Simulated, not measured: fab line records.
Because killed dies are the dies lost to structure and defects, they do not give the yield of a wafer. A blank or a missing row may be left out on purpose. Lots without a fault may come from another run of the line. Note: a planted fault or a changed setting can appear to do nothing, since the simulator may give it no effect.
Struck lot and sound lot, side by side | flow sfqLine | 14 steps out of a route of 325
Sound: these wafers, L849.1, L849.2, L849.4. Struck: wafers L855.1, L855.4 (left out: L855.5, a lot-mate that was not struck); the cause follows at the end.
At each step with rows: each side's tool, then ch and its chambers, then its first start. Under that, the readings that differ: sound wafers | struck wafers | difference of the means | sigmas: that difference in standard deviations of wafers without a fault.
alike: words and numbers the same on both sides, and readings whose means are apart by under 2 such deviations; not compared: readings that were withheld, readings missing a value for some wafer, numbers with overlapping values and no deviation given by the record, and bounds like >300 which may hide the same value.
Wherever a step has rows on one side only, a row that says differs or no value, or a row with sigmas, the two part there. Numbers that have no deviation but don't overlap get no sigmas and don't part them. A reading missing from all wafers of one side parts the sides only when that side holds two or more wafers.

first, 2 steps without rows for these wafers: SFQ_TRILAYER_I3_VIA_STRIP_SOLV_CLEAN_090 (cleans in NMP, time 600 s); SFQ_TRILAYER_M4_DEP_PRE_CLEAN_092 (time 22.5 s).
SFQ_TRILAYER_M4_DEP_SPUTTER_091: material Nb, target thk 200 nm, time 133.3 s.
  sound on pvdSputter-03, day 49 06:16; struck on pvdSputter-06, day 50 23:04
  alike: cathodeDcPowerW, throttleValvePct
SFQ_M4_RS_MEAS_924: the measuring method here is four-point-probe.
  sound on filmMetro-02, day 49 06:22; struck on filmMetro-02, day 50 23:10
  alike: M4_NB_RS
then, 6 steps without rows for these wafers: SFQ_TRILAYER_M4_LITHO_COAT_098 (resist thk 62 nm); SFQ_TRILAYER_M4_LITHO_COAT_093 (resist thk 600 nm); SFQ_TRILAYER_M4_LITHO_SOFTBAKE_097; SFQ_TRILAYER_M4_LITHO_EXPOSE_094 (exposes mask M4, target cd 500 nm); SFQ_TRILAYER_M4_LITHO_PEB_096 (peb time 60 s); SFQ_TRILAYER_M4_LITHO_DEVELOP_095 (time 60 s).
-- the record jumps here: 5 days lie between the struck wafers' starts before and after --
SFQ_M4_OVL_MEAS_926:
  sound on overlay-01, day 53 11:16; struck on overlay-02, day 55 15:38
  alike: M4_OVL
SFQ_TRILAYER_M4_BARC_OPEN_METAL_ETCH_123: etches BARC in O2, target depth 125 nm, time 41.7 s.
  sound on rieMetal-04 ch 1, day 53 11:19; struck on rieMetal-03 ch 1, day 55 15:41
reading                                            | sound             | struck      | difference | sigmas
rfFwdPowerW (W)                                    | 592.2 594.3 592.8 | 496.0 495.5 | -97.4      | -46
model.KrF_of_TRILAYER_M4_LITHO_COAT_093.thkNm (nm) | 523 524.1 523.8   | 527.8 529.1 | +4.8       | 
  alike: drypumpMotorCurrentA, oesProductAu
  not compared: rfHoursCounterH
SFQ_TRILAYER_M4_ETCH_METAL_ETCH_096: etches Nb in Cl2/Ar, stops on SiO2, target depth 240 nm, time 120 s.
  sound on rieMetal-04 ch 1, day 53 11:26; struck on rieMetal-03 ch 1, day 55 15:44
reading                                            | sound             | struck      | difference | sigmas
model.KrF_of_TRILAYER_M4_LITHO_COAT_093.thkNm (nm) | 382.4 382.8 382.8 | 386.3 385.8 | +3.4       | 
  alike: drypumpMotorCurrentA, oesProductAu, rfFwdPowerW
  not compared: rfHoursCounterH
SFQ_TRILAYER_M4_STRIP_STRIP_097: strips in O2.
  sound on rieMetal-04 ch 1, day 53 11:41; struck on rieMetal-03 ch 1, day 55 15:52
  alike: drypumpMotorCurrentA, oesProductAu
  not compared: rfHoursCounterH

WHERE THEY PART
At SFQ_TRILAYER_M4_BARC_OPEN_METAL_ETCH_123 and nowhere else, as far as this record goes. Later steps at which nothing parts them and some readings are alike: SFQ_TRILAYER_M4_ETCH_METAL_ETCH_096, SFQ_TRILAYER_M4_STRIP_STRIP_097.

WHY: the cause the simulator had injected
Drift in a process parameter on rieMetal-03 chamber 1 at SFQ_TRILAYER_M4_BARC_OPEN_METAL_ETCH_123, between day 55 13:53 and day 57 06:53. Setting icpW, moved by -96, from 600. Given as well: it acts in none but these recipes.
